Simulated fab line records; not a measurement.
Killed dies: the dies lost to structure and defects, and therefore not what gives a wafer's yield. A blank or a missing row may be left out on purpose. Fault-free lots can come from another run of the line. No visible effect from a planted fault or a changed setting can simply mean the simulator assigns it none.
fab line records	flow sky130
[record] lots = 6	wafers = 18	last_day = 49
route steps=708 shown SONOS_ONO@171 PAD_OPEN@708
lots that met no fault: from a run of the same line without faults
start_h: hours from the record's first day to the start of the lot's first wafer shown	wait_h: hours elapsed since this lot's preceding step	" the same as in the row above	L1.1+2: several wafers, shown together as one row	- value missing, or start not given	* or withheld: withheld	< > ~ a bound
route shown NAME@n: NAME is a module with steps in the file, n the number in the route of the first one	usual: average and standard deviation across the fault-free wafers	same: alike in all rows	chamber/n: place in a boat	sites: the reading at each site	_std_site: the values' standard deviation	_edge_site: the outer-site mean with the inner-site mean subtracted	radius_mm: how far each site lies from the wafer's centre	mask NAME#n: copy n	behind: the most recent tool/chamber to have shaped the wafer	hold: reason for holding the lot/hours on hold/outcome of the hold	device: names the non-switching transistor (n, p or np)	end of line: tests run on the same wafers once the route is complete	step lacking rows: just its recipe	killed: count of dies lost to structure and defects at first sort (not the wafer's yield)	map: per-die view of a wafer (x killed, . not killed, _ where there is no die)
set.NAME: the setting as run; set.NAME@STEP: as run at that earlier step	model.NAME: the simulator's own value behind a step, which no gauge read
lots seen at some steps along the route; tables by step, rows by wafer
services: from which hour (start_h, from the record's first day; less than 0 if before it) a tool's chamber was out of use, for how many hours, and why
[[steps]]
[step SKY_SONOS_ONO_THK_MEAS_03]
[recipe] reads = Si3N4_of_SONOS_ONO_CVD_02
[usual] SONOS_ONO_CVD_02_THK = 10.49/0.13
lot.wafer	tool	chamber	start_h	wait_h	SONOS_ONO_CVD_02_THK[nm]
L745.1	film_metro-01	-	256.01	0.0	10.36
L745.3	"	-	"	"	10.27
L745.6	"	-	"	"	10.16
L749.1	film_metro-03	-	285.01	0.0	10.57
L749.2	"	-	"	"	10.51
L749.4	"	-	"	"	10.60
L750.3	film_metro-03	-	297.11	0.0	10.34
L750.5	"	-	"	"	10.25
L750.6	"	-	"	"	10.26
L758.3	film_metro-01	-	371.60	0.0	10.56
L758.5	"	-	"	"	10.50
L758.6	"	-	"	"	10.40
L760.1	film_metro-02	-	380.18	0.0	10.47
L760.2	"	-	"	"	10.56
L760.4	"	-	"	"	10.44
L765.2	film_metro-03	-	417.01	0.0	10.65
L765.3	"	-	"	"	10.58
L765.5	"	-	"	"	10.48
[step SKY_SONOS_ONO_CVD_04]
[recipe] material = SiO2	precursor = SiH4/N2O	target_thk_nm = 5.7199	temp_c = 900	pressure_mtorr = 400
[step SKY_SONOS_ONO_THK_MEAS_05]
[recipe] reads = SiO2_of_SONOS_ONO_CVD_04
[usual] SONOS_ONO_CVD_04_THK = 5.74/0.095
lot.wafer	tool	chamber	start_h	wait_h	SONOS_ONO_CVD_04_THK[nm]
L745.1	film_metro-02	-	257.32	0.0	5.66
L745.3	"	-	"	"	5.57
L745.6	"	-	"	"	5.63
L749.1	film_metro-02	-	290.22	0.0	5.67
L749.2	"	-	"	"	5.66
L749.4	"	-	"	"	5.78
L750.3	film_metro-01	-	299.05	0.0	5.54
L750.5	"	-	"	"	5.59
L750.6	"	-	"	"	5.45
L758.3	film_metro-03	-	372.91	0.0	5.70
L758.5	"	-	"	"	5.70
L758.6	"	-	"	"	5.64
L760.1	film_metro-01	-	381.49	0.0	5.82
L760.2	"	-	"	"	5.73
L760.4	"	-	"	"	5.74
L765.2	film_metro-03	-	418.32	0.0	5.80
L765.3	"	-	"	"	5.66
L765.5	"	-	"	"	5.80
[step SKY_SONOS_ONO_DEHYDRATE_06]
[recipe] temp_c = 200	time_s = 60
[step SKY_SONOS_ONO_HMDS_07]
[recipe] prime_time_s = 60	prime_temp_c = 120
[step SKY_SONOS_ONO_COAT_08]
[recipe] resist = NOVOLAK	spin_rpm = 3000	resist_thk_nm = 1140
[step SKY_SONOS_ONO_SOFTBAKE_09]
[recipe] temp_c = 90	time_s = 60	resist = NOVOLAK
[step SKY_SONOS_ONO_EXPOSE_10]
[recipe] mask_id = ONOM	target_cd_nm = 410	na = 0.6	source_shape = conventional	sigma_outer = 0.6	dose_mj = 150
[step SKY_SONOS_ONO_PEB_11]
[recipe] temp_c = withheld	time_s = *	resist = NOVOLAK
[step SKY_SONOS_ONO_DEVELOP_12]
[recipe] develop_time_s = 60	dev_temp_c = 23
[step SKY_SONOS_ONO_CD_MEAS_13]
[recipe] target_cd_nm = 410
[usual] cd_nm = 410.2/2
lot.wafer	tool	chamber	start_h	wait_h	cd_nm
L745.1	cd_sem-01	-	280.84	0.1	411.8
L745.3	"	-	"	"	414.5
L745.6	"	-	"	"	411.8
L749.1	cd_sem-02	-	315.82	0.1	410.0
L749.2	"	-	"	"	408.0
L749.4	"	-	"	"	410.3
L750.3	cd_sem-02	-	324.96	0.1	410.5
L750.5	"	-	"	"	409.0
L750.6	"	-	"	"	412.2
L758.3	cd_sem-02	-	401.28	0.1	410.1
L758.5	"	-	"	"	409.5
L758.6	"	-	"	"	409.8
L760.1	cd_sem-02	-	410.23	0.1	410.2
L760.2	"	-	"	"	410.1
L760.4	"	-	"	"	412.7
L765.2	cd_sem-01	-	448.19	0.1	408.4
L765.3	"	-	"	"	410.0
L765.5	"	-	"	"	410.0
[step SKY_SONOS_ONO_OVL_MEAS_14]
[usual] SONOS_ONO_OVL = 0.0/1.2
lot.wafer	tool	chamber	start_h	wait_h	SONOS_ONO_OVL[nm]
L745.1	overlay-01	-	280.96	0.1	1.3
L745.3	"	-	"	"	1.3
L745.6	"	-	"	"	1.9
L749.1	overlay-01	-	315.94	0.1	-0.9
L749.2	"	-	"	"	-1.2
L749.4	"	-	"	"	-0.8
L750.3	overlay-01	-	325.05	0.1	-0.9
L750.5	"	-	"	"	-2.2
L750.6	"	-	"	"	-1.3
L758.3	overlay-01	-	401.37	0.1	-0.8
L758.5	"	-	"	"	-0.2
L758.6	"	-	"	"	0.9
L760.1	overlay-02	-	410.35	0.1	1.5
L760.2	"	-	"	"	1.3
L760.4	"	-	"	"	-0.4
L765.2	overlay-02	-	448.29	0.1	-0.1
L765.3	"	-	"	"	0.1
L765.5	"	-	"	"	0.7
[step SKY_SONOS_ONO_ETCH_15]
[recipe] target_depth_nm = 19.52	chemistry = CHF3/O2	source_w = 600	bias_w = 200	pressure_mtorr = 40	chf3_flow_sccm = 50	O2_flow_sccm = 5	time_s = 7.8
[usual] drypump_motor_current_A = 5.62/0.22	oes_product_au = 1.013/0.015	throttle_valve_pct = 8.827/0.0093
lot.wafer	tool	chamber	start_h	wait_h	drypump_motor_current_A	oes_product_au	rf_hours_counter_h	throttle_valve_pct	model.SONOS_ONO.feature_depth_nm	model.etch.depth_nm	model.NOVOLAK_of_SONOS_ONO_COAT_08.thk_nm
L745.1	rie_diel-04	3	281.00	0.0	5.62	1.014	16	8.827	19.86	19.86	1126
L745.3	"	0	"	"	5.75	1.012	9	8.828	19.72	19.72	1132
L745.6	"	1	"	"	5.68	1.012	-	8.846	20.35	20.35	1127
L749.1	rie_diel-04	1	315.97	0.0	5.67	1.024	57	8.816	9.134	9.134	1134
L749.2	"	2	"	"	5.46	1.025	1	8.829	9.181	9.181	1133
L749.4	"	3	"	"	5.62	1.026	17	8.830	9.06	9.06	1138
L750.3	rie_diel-04	3	325.07	0.0	5.63	1.016	17	8.831	9.025	9.025	1133
L750.5	"	1	"	"	5.69	1.020	-	8.820	9.187	9.187	1133
L750.6	"	0	"	"	5.76	1.014	-	8.832	9.13	9.13	1134
L758.3	rie_diel-03	1	401.40	0.0	5.87	1.007	8	8.833	19.7	19.7	1124
L758.5	"	0	"	"	5.04	1.006	-	8.815	19.4	19.4	1124
L758.6	"	1	"	"	5.83	1.024	-	8.824	19.98	19.98	1124
L760.1	rie_diel-01	0	410.39	0.0	5.56	1.007	101	8.823	19.81	19.81	1122
L760.2	"	3	"	"	5.85	1.006	11	8.841	19.61	19.61	1121
L760.4	"	1	"	"	5.73	0.990	8	8.812	18.98	18.98	1124
L765.2	rie_diel-01	2	448.32	0.0	6.00	1.005	17	8.824	19.41	19.41	1129
L765.3	"	3	"	"	5.83	1.010	11	8.822	19.72	19.72	1130
L765.5	"	2	"	"	6.00	0.992	-	8.816	19.4	19.4	1130
[step SKY_SONOS_ONO_WET_ETCH_16]
[recipe] chemistry = dHF	target_depth_nm = 14	dry = n2_spin	target = SiO2	dilution = 100:1	temp_c = 25	time_s = 280
[step SKY_PAD_OPEN_PROBE_99]
[usual] killed_at_M0_to_M3 = 42/7.1	killed_at_M4_up = 3.0/1.7	killed_at_contacts = 25/5	killed_at_front_end = 16/4.4	killed_at_other = 0.5/1.4	killed_dies = 87/9.2	killed_open = 47/6.2	killed_short = 39/6.6
[same] gross_dies = 492	killed_at_back_side = 0
lot.wafer	tool	chamber	start_h	wait_h	killed_at_M0_to_M3	killed_at_M4_up	killed_at_contacts	killed_at_front_end	killed_at_other	killed_dies	killed_open	killed_short	model.etest.nfet_16v.r_on_ohm_um	model.etest.pfet_16v.r_on_ohm_um	model.etest.pfet_g5v0d10v5.r_on_ohm_um	model.etest.nfet_g5v0d10v5.r_on_ohm_um	model.etest.tip_sonos.rs_ohm_sq	model.etest.nfet_g5v0d10v5.drive_ua_um	model.etest.nfet_05v0_nvt.drive_ua_um	model.etest.nfet_16v.drive_ua_um
L745.1	prober-02	-	1073.85	0.1	46	4	23	20	0	93	53	40	1.414e+04	1.492e+04	4882	1928	2640	591.5	561.5	217.6
L745.3	prober-02	-	1073.95	0.2	42	3	29	16	1	91	45	46	1.42e+04	1.58e+04	4810	1930	2696	587	563.4	217.2
L745.6	prober-02	-	1074.10	0.2	43	4	28	20	0	95	51	43	1.428e+04	1.601e+04	4953	1926	2699	587.5	564.1	214.9
L749.1	prober-02	-	1102.95	0.1	40	3	32	12	1	88	49	38	1.837e+04	1.611e+04	5454	2480	2798	399.3	419.1	131.4
L749.2	prober-02	-	1103.00	0.1	53	2	26	17	1	99	52	47	1.861e+04	1.69e+04	5445	2497	2870	391	414.8	128.6
L749.4	prober-02	-	1103.10	0.2	53	3	18	17	0	91	43	48	1.842e+04	1.557e+04	5480	2503	2881	394.2	421	131.1
L750.3	prober-02	-	1117.49	0.2	47	2	28	17	1	95	55	39	1.806e+04	1.703e+04	5440	2497	3004	386.2	409.9	127
L750.5	prober-02	-	1117.59	0.2	44	1	21	22	0	88	49	38	1.824e+04	1.674e+04	5497	2456	2973	388.9	414.6	128.3
L750.6	prober-02	-	1117.64	0.2	45	0	22	26	0	93	51	41	1.812e+04	1.582e+04	5462	2511	3036	384.4	411.5	126.7
L758.3	prober-01	-	1158.59	0.2	43	4	27	5	0	79	40	38	1.4e+04	1.469e+04	4704	1862	2584	606.1	578.3	224.5
L758.5	prober-01	-	1158.69	0.2	36	0	24	12	0	72	41	29	1.4e+04	1.493e+04	4729	1881	2623	598.4	572.1	223.1
L758.6	prober-01	-	1158.74	0.2	50	2	23	14	0	89	55	34	1.394e+04	1.489e+04	4735	1870	2558	600.6	569.7	221.7
L760.1	prober-02	-	1162.26	0.1	49	6	21	20	1	97	47	49	1.397e+04	1.568e+04	4872	1912	2559	598.7	568	220.4
L760.2	prober-02	-	1162.31	0.1	33	5	16	18	0	72	44	28	1.417e+04	1.618e+04	4939	1912	2540	599.8	573.5	218.4
L760.4	prober-02	-	1162.41	0.2	40	0	21	16	0	77	50	27	1.404e+04	1.485e+04	4895	1948	2572	592.8	568.5	219.5
L765.2	prober-01	-	1186.70	0.1	42	4	26	15	0	87	51	36	1.399e+04	1.482e+04	4915	1921	2633	591.9	564.5	220.4
L765.3	prober-01	-	1186.75	0.2	43	2	31	17	0	93	46	47	1.385e+04	1.52e+04	4808	1877	2544	617.9	579.3	226.7
L765.5	prober-01	-	1186.85	0.2	34	4	22	11	1	72	32	40	1.395e+04	1.533e+04	4855	1883	2559	613	583.2	226.7
// killed by level:class
L745.1 VIA1:geometric_particle:open=13 CONTACT:geometric_particle:open=8 FIELD_ISO:geometric_particle:open=6 LI_CONTACT:geometric_particle:open=6 METAL2:geometric_particle:short=6 VIA2:geometric_particle:open=6 POLY_GATE:geometric_particle:open=5 POLY_GATE:geometric_particle:short=4
L745.3 CONTACT:geometric_particle:open=10 VIA3:geometric_particle:open=9 LI_CONTACT:geometric_particle:open=6 LOCAL_INTERCONNECT:geometric_particle:short=6 VIA2:geometric_particle:open=6 VIA3:geometric_particle:short=6 METAL1:geometric_particle:short=5 FIELD_ISO:geometric_particle:short=4
L745.6 CONTACT:geometric_particle:open=13 VIA2:geometric_particle:open=11 FIELD_ISO:geometric_particle:short=7 VIA3:geometric_particle:short=6 VIA1:geometric_particle:open=6 METAL2:geometric_particle:short=5 LI_CONTACT:geometric_particle:open=5 CONTACT:geometric_particle:short=5
L749.1 CONTACT:geometric_particle:open=16 VIA2:geometric_particle:short=8 VIA1:geometric_particle:open=7 VIA2:geometric_particle:open=7 FIELD_ISO:geometric_particle:open=6 LI_CONTACT:geometric_particle:open=6 METAL1:geometric_particle:short=5 CONTACT:geometric_particle:short=5
L749.2 VIA1:geometric_particle:open=12 LI_CONTACT:geometric_particle:open=11 METAL2:geometric_particle:short=7 VIA2:geometric_particle:open=7 VIA1:geometric_particle:short=6 VIA3:geometric_particle:open=6 FIELD_ISO:geometric_particle:short=5 FIELD_ISO:geometric_particle:open=5
L749.4 VIA1:geometric_particle:open=8 VIA2:geometric_particle:open=8 METAL2:geometric_particle:short=7 VIA3:geometric_particle:open=6 FIELD_ISO:geometric_particle:open=5 LOCAL_INTERCONNECT:geometric_particle:short=5 CONTACT:geometric_particle:open=5 CONTACT:geometric_particle:short=5
L750.3 VIA2:geometric_particle:open=11 LOCAL_INTERCONNECT:geometric_particle:short=8 CONTACT:geometric_particle:open=8 VIA3:geometric_particle:open=8 METAL2:geometric_particle:short=8 LI_CONTACT:geometric_particle:open=6 VIA3:geometric_particle:short=5 FIELD_ISO:geometric_particle:open=4
L750.5 VIA2:geometric_particle:open=9 CONTACT:geometric_particle:open=8 VIA1:geometric_particle:open=8 FIELD_ISO:geometric_particle:short=6 LI_CONTACT:geometric_particle:open=6 METAL2:geometric_particle:short=6 FIELD_ISO:geometric_particle:open=5 POLY_GATE:geometric_particle:short=4
L750.6 CONTACT:geometric_particle:open=10 VIA1:geometric_particle:open=9 FIELD_ISO:geometric_particle:short=8 FIELD_ISO:geometric_particle:open=8 METAL2:geometric_particle:short=8 VIA3:geometric_particle:open=7 VIA2:geometric_particle:open=6 VIA2:geometric_particle:short=5
L758.3 CONTACT:geometric_particle:open=13 METAL1:geometric_particle:short=9 VIA2:geometric_particle:open=7 LOCAL_INTERCONNECT:geometric_particle:short=6 VIA1:geometric_particle:open=6 VIA3:geometric_particle:open=5 LI_CONTACT:geometric_particle:open=3 CONTACT:geometric_particle:short=3
L758.5 CONTACT:geometric_particle:open=10 VIA1:geometric_particle:open=8 CONTACT:geometric_particle:short=7 METAL2:geometric_particle:short=6 VIA3:geometric_particle:open=6 VIA2:geometric_particle:open=5 FIELD_ISO:geometric_particle:open=4 LI_CONTACT:geometric_particle:open=4
L758.6 VIA1:geometric_particle:open=13 CONTACT:geometric_particle:open=10 VIA3:geometric_particle:open=8 LI_CONTACT:geometric_particle:open=7 VIA2:geometric_particle:open=6 METAL1:geometric_particle:short=5 VIA1:geometric_particle:short=5 FIELD_ISO:geometric_particle:open=4
L760.1 CONTACT:geometric_particle:open=10 VIA3:geometric_particle:open=9 METAL1:geometric_particle:short=7 FIELD_ISO:geometric_particle:short=6 VIA1:geometric_particle:open=6 METAL4:geometric_particle:short=6 METAL2:geometric_particle:short=5 POLY_GATE:geometric_particle:short=5
L760.2 VIA1:geometric_particle:open=10 POLY_GATE:geometric_particle:open=8 CONTACT:geometric_particle:open=8 METAL2:geometric_particle:short=6 VIA3:geometric_particle:open=4 FIELD_ISO:geometric_particle:short=3 LI_CONTACT:geometric_particle:short=3 LI_CONTACT:geometric_particle:open=3
L760.4 CONTACT:geometric_particle:open=10 VIA1:geometric_particle:open=9 VIA3:geometric_particle:open=8 METAL1:geometric_particle:short=5 VIA1:geometric_particle:short=5 VIA2:geometric_particle:open=5 FIELD_ISO:geometric_particle:open=4 LI_CONTACT:geometric_particle:open=4
L765.2 VIA1:geometric_particle:open=13 LI_CONTACT:geometric_particle:open=10 CONTACT:geometric_particle:open=8 FIELD_ISO:geometric_particle:short=7 CONTACT:geometric_particle:short=5 FIELD_ISO:geometric_particle:open=4 VIA2:geometric_particle:open=4 METAL1:geometric_particle:short=4
L765.3 VIA1:geometric_particle:open=11 LI_CONTACT:geometric_particle:open=9 METAL1:geometric_particle:short=9 CONTACT:geometric_particle:open=8 LOCAL_INTERCONNECT:geometric_particle:short=6 FIELD_ISO:geometric_particle:short=5 FIELD_ISO:geometric_particle:open=5 VIA3:geometric_particle:open=5
L765.5 CONTACT:geometric_particle:short=7 CONTACT:geometric_particle:open=7 METAL1:geometric_particle:short=7 VIA1:geometric_particle:open=6 LI_CONTACT:geometric_particle:open=5 VIA3:geometric_particle:open=5 METAL2:geometric_particle:short=5 FIELD_ISO:geometric_particle:short=4
[[services]]
tool	chamber	start_h	hours	kind
rie_diel-03	3	265.95	17.9	repair
rie_diel-04	3	278.51	2.3	repair
rie_diel-03	1	290.62	3.8	repair
rie_diel-03	1	314.45	4.1	repair
rie_diel-03	-	321.68	0.5	repair
rie_diel-01	-	327.74	14.6	pm
rie_diel-03	3	334.44	3.3	repair
rie_diel-03	1	338.42	11.7	repair
rie_diel-01	3	363.11	5.1	repair
rie_diel-04	-	380.82	1.0	repair
rie_diel-03	-	382.14	14.6	pm
rie_diel-04	0	390.06	60.3	repair
rie_diel-01	2	391.48	5.1	repair
rie_diel-01	3	433.07	13.5	repair
rie_diel-01	0	446.56	-	clean
rie_diel-01	0	446.56	25.0	scheduled_down
rie_diel-01	0	446.56	25.0	vent_cycle
[[key]]
first_sign none at tools or gauges
[model_effect] step = SKY_SONOS_ONO_ETCH_15	value = SONOS_ONO.feature_depth_nm	without = 20.14	struck = 9.12
[model_effect] step = SKY_PAD_OPEN_PROBE_99	value = etest.nfet_16v.r_on_ohm_um	without = 1.453e+04	struck = 1.83e+04
met_at SKY_SONOS_ONO_ETCH_15
struck_wafers L749.1,L749.2,L749.4,L750.3,L750.5,L750.6
tester_left_out L749,L750
onset_between 281.00 315.97
[earlier_fault] kind = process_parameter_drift	tool = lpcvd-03	chamber = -	onset_h = 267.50	steps = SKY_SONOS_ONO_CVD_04	channel = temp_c	offset = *	shape = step	end_h = 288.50	stated = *
[fault] kind = process_parameter_drift	tool = rie_diel-04	chamber = -	onset_h = 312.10	steps = SKY_SONOS_ONO_ETCH_15	channel = time_s	offset = *	shape = step	end_h = 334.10	acts_in = *	stated = *
// tester_left_out: of these lots the tester's yield and bins aren't shown, on N5 and GAA mostly nor the transistor test; their killed dies are dies lost to structure and defects alone, not to doping, threshold or leakage, so they don't give the yield
